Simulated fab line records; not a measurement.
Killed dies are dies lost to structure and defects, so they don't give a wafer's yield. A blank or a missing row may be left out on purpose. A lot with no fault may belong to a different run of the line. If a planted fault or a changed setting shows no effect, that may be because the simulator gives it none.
Which tool did it? | flow gf180mcu | 11 lots, 32 wafers sampled, at 3 steps of a route of 602

## WHAT THE GAUGES READ, wafer by wafer
GF_V4_THK_MEAS_03.
lot  | measured     | on            | V4_CVD_02_THK (nm)
L679 | day 23 14:13 | film metro-03 | 851 859 854
L681 | day 24 16:49 | film metro-03 | 836 841 844
L686 | day 26 08:48 | film metro-03 | 841 838 854
L687 | day 26 13:59 | film metro-03 | 850 851 853
L688 | day 27 05:17 | film metro-01 | 841 824 857
L689 | day 27 07:02 | film metro-01 | 845 858 859
L690 | day 27 07:22 | film metro-04 | 823 828 840
L691 | day 27 10:34 | film metro-03 | 829 851 847
L692 | day 28 02:40 | film metro-01 | 838 843 854
L696 | day 29 20:04 | film metro-04 | 832 763
L701 | day 30 03:22 | film metro-04 | 856 856 856

## TOOL THAT RAN EACH LOT (tool first, then ch and the chambers of the sampled wafers, then the start)
lot  | GF_M3_STRIP_17                       | GF_V4_CVD_02
L679 | plasma asher-03 ch 0,1, day 21 05:37 | pecvd-01 ch 0,1,2, day 23 13:58
L681 | plasma asher-02 ch 0,1, day 22 18:17 | pecvd-01 ch 0,1,2, day 24 16:44
L686 | plasma asher-03 ch 0,1, day 24 09:55 | pecvd-04 ch 1,2, day 26 08:43
L687 | plasma asher-04 ch 0,1, day 24 14:53 | pecvd-04 ch 0,1,2, day 26 13:56
L688 | plasma asher-02 ch 0,1, day 25 07:05 | pecvd-01 ch 0,1,2, day 27 05:13
L689 | plasma asher-02 ch 0,1, day 25 09:50 | pecvd-03 ch 0,1,2, day 27 06:58
L690 | plasma asher-02 ch 0,1, day 25 10:13 | pecvd-04 ch 0,1, day 27 07:18
L691 | plasma asher-03 ch 0,1, day 25 12:57 | pecvd-01 ch 1,2, day 27 10:29
L692 | plasma asher-02 ch 0,1, day 26 07:01 | pecvd-04 ch 0,1,2, day 28 02:35
L696 | plasma asher-02 ch 0,1, day 28 01:29 | pecvd-04 ch 2, day 29 19:59
L701 | plasma asher-02 ch 0,1, day 28 09:32 | pecvd-01 ch 0,1, day 30 03:19
- GF_M3_STRIP_17: strips in O2/N2.
- GF_V4_CVD_02: deposits SiO2 from TEOS, target thk 850 nm, time 94.851 s.

## THE ANSWER, worked out from the rows above alone
Rule: the lots themselves supply what counts as usual. The widest of any qualifying gaps counts: lots, ordered by their means at a reading, are off when they make up no more than a third of the lots, leave a main group of 4 or more, and stand apart from it by 3 or more times the standard deviation of that group's means. The tables above print the reading to a certain number of digits; a main group whose means all agree to those digits is not used. A lot without any number at a reading at which 4 lots or more have one is off too. All remaining lots with rows at the step are treated as sound.
Off: L696, seen at GF_V4_THK_MEAS_03 (V4_CVD_02_THK). Mean 846 nm and standard deviation 7.7 in the main group.
A tool fits if, at a process step before that reading, it ran every lot that is off, and no sound lot after the first of them. Those tools and the gauges at GF_V4_THK_MEAS_03 are tried in the same way. One fits: GF_V4_CVD_02 on pecvd-04. Its last sound lot is L692 (day 28 02:35), its first lot that is off L696 (day 29 19:59): a fault that began between those two fits.

## WHAT THE SIMULATOR HAD PUT IN
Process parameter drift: pecvd-04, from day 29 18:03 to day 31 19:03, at GF_V4_CVD_02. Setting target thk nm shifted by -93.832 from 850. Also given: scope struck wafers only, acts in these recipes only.
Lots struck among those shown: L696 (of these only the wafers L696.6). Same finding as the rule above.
